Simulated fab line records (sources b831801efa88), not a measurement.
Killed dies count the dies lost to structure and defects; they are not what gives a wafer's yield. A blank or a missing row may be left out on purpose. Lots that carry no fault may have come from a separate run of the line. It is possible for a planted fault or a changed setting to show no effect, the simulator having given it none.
fab line records	flow sfq_line
[record] lots = 14	wafers = 40	last_day = 94
route steps=325 shown L0@10 M0@41 I1@83
lots with no fault: from the same line, run without faults
start_h: hours from the record's first day to the start of the lot's first wafer shown	wait_h: hours since the lot's step before	" same as the row above	L1.1+2: a row that stands for several wafers	- no value, or no start was given	* or withheld: withheld	< > ~ a bound
route shown NAME@n: a module of which the file shows steps, and the number in the route of the first	usual: mean/standard deviation of fault-free wafers	same: alike in all rows	chamber/n: place in a boat	sites: each site's reading	_std_site: the standard deviation of these	_edge_site: inner sites' mean taken away from outer sites' mean	radius_mm: for every site, how far away it sits from the centre of the wafer	mask NAME#n: copy n	behind: the tool/chamber that last shaped the wafer	hold: cause of the lot's hold/its duration in hours/its outcome	device: the n, p or np transistor that did not switch	end of line: the route-end tests of the same wafers	for a step that has no rows: nothing shown but its recipe	killed: not the wafer's yield, but the dies lost to structure and defects at the first sort	map: the dies of a wafer, with x for killed, . for not killed, _ for no die there
set.NAME: the run value of the setting; set.NAME@STEP: its run value at that earlier step	model.NAME: the simulator's own value behind a step, which no gauge read
one table for each step of the route and one row for each wafer, over a sample of lots
services: when a tool's chamber went out of use (start_h, in hours from the record's first day, below 0 if earlier), for how many hours, and the reason
[[steps]]
[step SFQ_TRILAYER_L0_LITHO_PEB_008]
[recipe] peb_temp_c = 115	peb_time_s = 60	resist = KrF
[usual] chill_plate_temp_C = 22.99/0.11	heater_power_total_W = 79.15/0.063
lot.wafer	tool	chamber	start_h	wait_h	chill_plate_temp_C	heater_power_total_W
L111.1	litho_track-02	0	47.98	1.0	22.95	79.22
L111.5	"	0	"	"	23.00	79.16
L111.6	"	0	"	"	22.99	79.10
L112.1	litho_track-01	0	53.98	1.0	23.21	79.15
L112.2	"	0	"	"	23.13	79.12
L112.6	"	0	"	"	23.04	79.16
L113.3	litho_track-04	0	60.03	0.7	23.10	79.24
L113.4	"	0	"	"	23.13	79.26
L113.6	"	0	"	"	22.97	79.19
L114.1	litho_track-02	0	64.78	1.0	22.99	79.18
L114.3	"	0	"	"	23.00	79.08
L114.4	"	0	"	"	22.90	79.18
L115.2	litho_track-02	0	69.60	0.8	23.12	79.25
L115.4	"	0	"	"	22.92	79.08
L115.5	"	0	"	"	22.82	79.21
L116.1	litho_track-01	0	78.75	1.0	23.16	79.14
L116.2	"	0	"	"	23.07	79.12
L116.3	"	0	"	"	22.97	79.19
L117.2	litho_track-02	0	84.78	0.8	22.88	79.15
L117.3	"	0	"	"	23.02	79.07
L117.4	"	0	"	"	22.98	79.24
L122.2	litho_track-02	0	111.18	0.8	23.09	80.24
L122.3	"	0	"	"	22.92	80.21
L122.4	"	0	"	"	22.81	79.09
L123.2	litho_track-02	0	115.98	0.8	22.84	80.25
L123.5	"	0	"	"	22.79	79.13
L126.2	litho_track-02	0	129.93	0.8	23.19	80.23
L126.5	"	0	"	"	23.08	79.13
L128.4	litho_track-04	0	138.38	0.5	23.17	79.09
L128.5	"	0	"	"	23.02	79.17
L128.6	"	0	"	"	23.21	79.16
L130.2	litho_track-01	0	149.13	0.8	22.87	79.19
L130.3	"	0	"	"	22.99	79.11
L130.4	"	0	"	"	23.22	79.06
L132.2	litho_track-01	0	159.73	0.8	22.77	79.21
L132.4	"	0	"	"	22.88	79.16
L132.6	"	0	"	"	22.86	79.16
L133.1	litho_track-01	0	163.30	1.0	22.96	79.23
L133.2	"	0	"	"	22.99	79.21
L133.3	"	0	"	"	23.12	79.18
[step SFQ_TRILAYER_L0_STRIP_STRIP_009]
[recipe] gas = O2	power_w = 200	platen_temp_c = 40	overash_fraction = 0.65	chemistry = O2	pressure_mtorr = 50
[usual] drypump_motor_current_A = 5.9/0.42	he_backside_leak_sccm = 3.4/0.36	oes_product_au = 1.004/0.012
lot.wafer	tool	chamber	start_h	wait_h	drypump_motor_current_A	he_backside_leak_sccm	oes_product_au	rf_hours_counter_h
L111.1	rie_metal-02	0	48.49	0.1	6.3	3.4	0.999	202
L111.5	"	0	"	"	6.3	3.3	1.014	-
L111.6	"	0	"	"	6.3	3.5	1.006	-
L112.1	rie_metal-04	1	54.38	0.0	5.7	3.3	1.021	38
L112.2	"	0	"	"	6.2	3.3	1.005	132
L112.6	"	0	"	"	6.2	3.2	0.991	-
L113.3	rie_metal-02	0	60.58	0.2	6.3	3.4	1.000	-
L113.4	"	1	"	"	5.8	3.1	1.011	-
L113.6	"	1	"	"	5.9	3.1	1.002	-
L114.1	rie_metal-02	1	65.22	0.0	5.9	3.3	1.002	2
L114.3	"	0	"	"	6.3	3.4	1.003	-
L114.4	"	1	"	"	5.8	3.3	0.994	-
L115.2	rie_metal-01	0	69.98	0.0	5.0	3.5	1.005	69
L115.4	"	1	"	"	5.6	4.0	1.010	-
L115.5	"	0	"	"	5.0	3.4	1.003	-
L116.1	rie_metal-02	1	79.16	0.0	5.9	3.1	0.999	3
L116.2	"	0	"	"	6.3	3.6	1.001	208
L116.3	"	1	"	"	5.8	3.1	0.998	-
L117.2	rie_metal-04	0	85.16	0.0	6.2	3.3	1.020	138
L117.3	"	0	"	"	6.2	3.3	1.008	-
L117.4	"	1	"	"	5.7	3.3	1.024	-
L122.2	rie_metal-02	1	111.56	0.0	5.8	3.1	0.986	11
L122.3	"	1	"	"	5.8	3.2	0.995	-
L122.4	"	0	"	"	6.3	3.1	0.974	-
L123.2	rie_metal-01	0	116.36	0.0	5.0	3.6	1.010	78
L123.5	"	0	"	"	5.0	3.4	1.002	-
L126.2	rie_metal-02	1	130.31	0.0	5.9	3.2	1.009	14
L126.5	"	1	"	"	5.8	3.1	1.007	-
L128.4	rie_metal-01	0	138.91	0.2	5.0	3.5	1.004	-
L128.5	"	0	"	"	5.0	3.5	0.996	-
L128.6	"	1	"	"	5.6	3.9	1.010	-
L130.2	rie_metal-02	1	149.51	0.0	5.9	3.1	1.002	15
L130.3	"	1	"	"	5.9	3.3	1.006	-
L130.4	"	0	"	"	6.3	3.1	0.990	-
L132.2	rie_metal-02	0	160.14	0.0	6.3	3.2	1.002	10
L132.4	"	1	"	"	5.8	3.2	1.010	-
L132.6	"	0	"	"	6.3	3.0	0.997	-
L133.1	rie_metal-02	0	163.71	0.0	6.3	3.2	1.004	11
L133.2	"	1	"	"	5.9	3.1	1.010	19
L133.3	"	0	"	"	6.3	3.2	0.993	-
[step SFQ_TRILAYER_M0_STRIP_STRIP_025]
[recipe] gas = O2	power_w = 200	platen_temp_c = 40	overash_fraction = 0.65	chemistry = O2	pressure_mtorr = 50
[usual] drypump_motor_current_A = 5.7/0.53	he_backside_leak_sccm = 3.35/0.23	oes_product_au = 1.006/0.012
lot.wafer	tool	chamber	start_h	wait_h	drypump_motor_current_A	he_backside_leak_sccm	oes_product_au	rf_hours_counter_h
L111.1	rie_metal-04	1	152.36	0.1	5.7	3.01	1.025	56
L111.5	"	0	"	"	6.2	3.14	1.015	-
L111.6	"	1	"	"	5.7	2.93	1.024	-
L112.1	rie_metal-04	0	157.16	0.1	6.2	3.32	1.018	152
L112.2	"	1	"	"	5.7	3.08	1.037	57
L112.6	"	1	"	"	5.7	3.07	1.018	-
L113.3	rie_metal-01	1	168.16	0.2	5.6	3.98	1.012	-
L113.4	"	0	"	"	5.0	3.66	0.999	-
L113.6	"	1	"	"	5.6	3.85	1.007	-
L114.1	rie_metal-03	1	176.36	0.1	6.5	3.23	1.007	39
L114.3	"	1	"	"	6.5	3.33	1.007	-
L114.4	"	0	"	"	5.1	3.14	0.992	-
L115.2	rie_metal-04	1	179.96	0.1	5.7	4.23	1.023	62
L115.4	"	1	"	"	5.7	3.14	1.016	-
L115.5	"	0	"	"	6.2	3.28	1.012	-
L116.1	rie_metal-03	0	188.36	0.1	5.0	3.10	1.001	18
L116.2	"	1	"	"	6.5	3.21	1.001	41
L116.3	"	0	"	"	5.1	3.08	0.997	-
L117.2	rie_metal-04	0	194.46	0.1	6.2	3.17	1.005	160
L117.3	"	0	"	"	6.2	3.28	1.014	-
L117.4	"	1	"	"	5.7	3.15	1.021	-
L122.2	rie_metal-01	1	227.16	0.1	5.6	3.42	0.997	0
L122.3	"	0	"	"	5.0	3.59	0.999	-
L122.4	"	1	"	"	5.6	3.59	1.004	-
L123.2	rie_metal-03	1	229.56	0.1	6.5	3.22	1.015	49
L123.5	"	0	"	"	5.1	3.26	0.998	-
L126.2	rie_metal-04	0	242.76	0.1	6.1	3.44	1.004	170
L126.5	"	0	"	"	6.1	3.30	1.008	-
L128.4	rie_metal-01	1	251.36	0.2	5.6	3.54	0.992	-
L128.5	"	1	"	"	5.6	3.21	0.989	-
L128.6	"	0	"	"	5.0	3.57	0.994	-
L130.2	rie_metal-03	1	269.04	0.1	6.6	3.22	1.009	55
L130.3	"	0	"	"	5.0	3.07	1.000	-
L130.4	"	1	"	"	6.6	3.36	1.005	-
L132.2	rie_metal-04	0	282.16	0.1	6.2	3.31	1.002	177
L132.4	"	1	"	"	5.7	3.19	1.018	-
L132.6	"	1	"	"	5.7	3.43	1.011	-
L133.1	rie_metal-04	1	285.76	0.1	5.7	3.09	1.034	82
L133.2	"	0	"	"	6.2	3.14	1.014	178
L133.3	"	0	"	"	6.1	3.21	1.013	-
[step SFQ_I1_OVL_MEAS_913]
[usual] I1_OVL = 0/6.1
lot.wafer	tool	chamber	start_h	wait_h	I1_OVL[nm]
L111.1	overlay-02	-	391.93	0.1	4
L111.5	"	-	"	"	-1
L111.6	"	-	"	"	3
L112.1	overlay-02	-	402.73	0.1	-5
L112.2	"	-	"	"	-4
L112.6	"	-	"	"	-2
L113.3	overlay-02	-	420.75	0.1	10
L113.4	"	-	"	"	3
L113.6	"	-	"	"	5
L114.1	overlay-02	-	434.93	0.1	-6
L114.3	"	-	"	"	-1
L114.4	"	-	"	"	-4
L115.2	overlay-02	-	438.54	0.1	18
L115.4	"	-	"	"	16
L115.5	"	-	"	"	18
L116.1	overlay-01	-	451.73	0.1	-6
L116.2	"	-	"	"	14
L116.3	"	-	"	"	-4
L117.2	overlay-01	-	461.34	0.1	-4
L117.3	"	-	"	"	-16
L117.4	"	-	"	"	-4
L122.2	overlay-01	-	502.14	0.1	2
L122.3	"	-	"	"	1
L122.4	"	-	"	"	2
L123.2	overlay-01	-	506.94	0.1	1
L123.5	"	-	"	"	-4
L126.2	overlay-01	-	537.50	0.1	7
L126.5	"	-	"	"	4
L128.4	overlay-02	-	550.71	0.1	0
L128.5	"	-	"	"	-10
L128.6	"	-	"	"	0
L130.2	overlay-02	-	565.10	0.1	0
L130.3	"	-	"	"	0
L130.4	"	-	"	"	0
L132.2	overlay-01	-	578.43	0.1	2
L132.4	"	-	"	"	-7
L132.6	"	-	"	"	-2
L133.1	overlay-01	-	584.42	0.1	-9
L133.2	"	-	"	"	3
L133.3	"	-	"	"	-8
[[services]]
tool	chamber	start_h	hours	kind
rie_metal-02	1	32.47	3.8	repair
rie_metal-02	1	36.47	-	clean
rie_metal-02	1	36.47	-	consumable_replace:focus_ring
rie_metal-02	1	36.47	17.6	scheduled_down
rie_metal-02	1	36.47	17.6	vent_cycle
rie_metal-04	-	42.15	1.3	repair
rie_metal-02	0	79.76	-	clean
rie_metal-02	0	79.76	-	consumable_replace:focus_ring
rie_metal-03	0	81.04	-	clean
rie_metal-03	0	81.04	18.5	scheduled_down
rie_metal-03	0	81.04	18.5	vent_cycle
rie_metal-04	-	110.51	2.8	pm
rie_metal-04	1	129.40	4.3	repair
rie_metal-02	-	131.68	15.6	pm
rie_metal-01	-	148.47	16.1	repair
rie_metal-01	1	199.97	-	clean
rie_metal-01	1	199.97	25.7	scheduled_down
rie_metal-01	1	199.97	25.7	vent_cycle
[[key]]
[first_sign] step = SFQ_TRILAYER_L0_LITHO_PEB_008	reading = heater_power_total_W	direction = up	sigmas = 17	usual = 79.15	struck = 80.23
effect none on later readings
met_at SFQ_TRILAYER_L0_LITHO_PEB_008
struck_lots L122,L123,L126
struck_wafers L122.2,L122.3,L123.2,L126.2
not_acting_at SFQ_TRILAYER_L0_STRIP_STRIP_009,SFQ_TRILAYER_M0_STRIP_STRIP_025,SFQ_I1_OVL_MEAS_913
onset_between 84.78 111.18
[fault] kind = process_parameter_drift	tool = litho_track-02	chamber = -	onset_h = 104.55	steps = SFQ_TRILAYER_L0_LITHO_PEB_008	channel = peb_time_s	offset = *	shape = step	end_h = 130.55	scope = struck_wafers_only	acts_in = *	stated = *
